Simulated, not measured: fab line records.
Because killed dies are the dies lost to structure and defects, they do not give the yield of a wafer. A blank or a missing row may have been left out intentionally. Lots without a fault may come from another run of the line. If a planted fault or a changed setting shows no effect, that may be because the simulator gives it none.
Which tool was responsible? || flow gf180mcu || 36 wafers sampled from 12 lots at 1 step of a route of 602

## WHAT EACH GAUGE READ, for each wafer
GF_V2_BOW_MEAS_05.
{"lot": "L075", "measured": "day 19 22:23", "on": "film_metro-04", "V2_BOW (um)": "105 99 102"}
{"lot": "L077", "measured": "day 20 16:03", "on": "film_metro-01", "V2_BOW (um)": "91 93 101"}
{"lot": "L079", "measured": "day 21 07:08", "on": "film_metro-04", "V2_BOW (um)": "104 99 98"}
{"lot": "L081", "measured": "day 22 09:38", "on": "film_metro-04", "V2_BOW (um)": "107 116 105"}
{"lot": "L084", "measured": "day 23 00:39", "on": "film_metro-04", "V2_BOW (um)": "99 111 111"}
{"lot": "L085", "measured": "day 23 20:00", "on": "film_metro-04", "V2_BOW (um)": "81 97 94"}
{"lot": "L087", "measured": "day 24 08:32", "on": "film_metro-04", "V2_BOW (um)": "94 105 103"}
{"lot": "L089", "measured": "day 24 18:22", "on": "film_metro-01", "V2_BOW (um)": "108 93 96"}
{"lot": "L091", "measured": "day 25 07:08", "on": "film_metro-01", "V2_BOW (um)": "88 104 93"}
{"lot": "L093", "measured": "day 26 03:46", "on": "film_metro-03", "V2_BOW (um)": "95 98 93"}
{"lot": "L095", "measured": "day 26 15:50", "on": "film_metro-03", "V2_BOW (um)": "92 94 85"}
{"lot": "L097", "measured": "day 27 11:49", "on": "film_metro-03", "V2_BOW (um)": "94 99 85"}

## TOOL THAT RAN EACH LOT (tool first, then ch and the chambers of the sampled wafers, then the start)
Record: no process step prior to these readings.

## THE ANSWER, worked out from the rows above alone
Rule: the lots themselves supply what counts as usual. Put in order of their means at a reading, lots are off if they are a third of the lots or fewer, leave a main group of 4 or more, and stand apart from it by a gap of 3 or more times the standard deviation of the main group's means; of several such gaps the widest counts. If all means in a main group match to the digits the tables above print for the reading, that group is not used. Also off: a lot with no number at a reading for which 4 or more lots have one. All remaining lots with rows at the step are treated as sound.
None of the lots is off at any reading shown; this tells nothing.

## WHAT WAS PUT IN BY THE SIMULATOR
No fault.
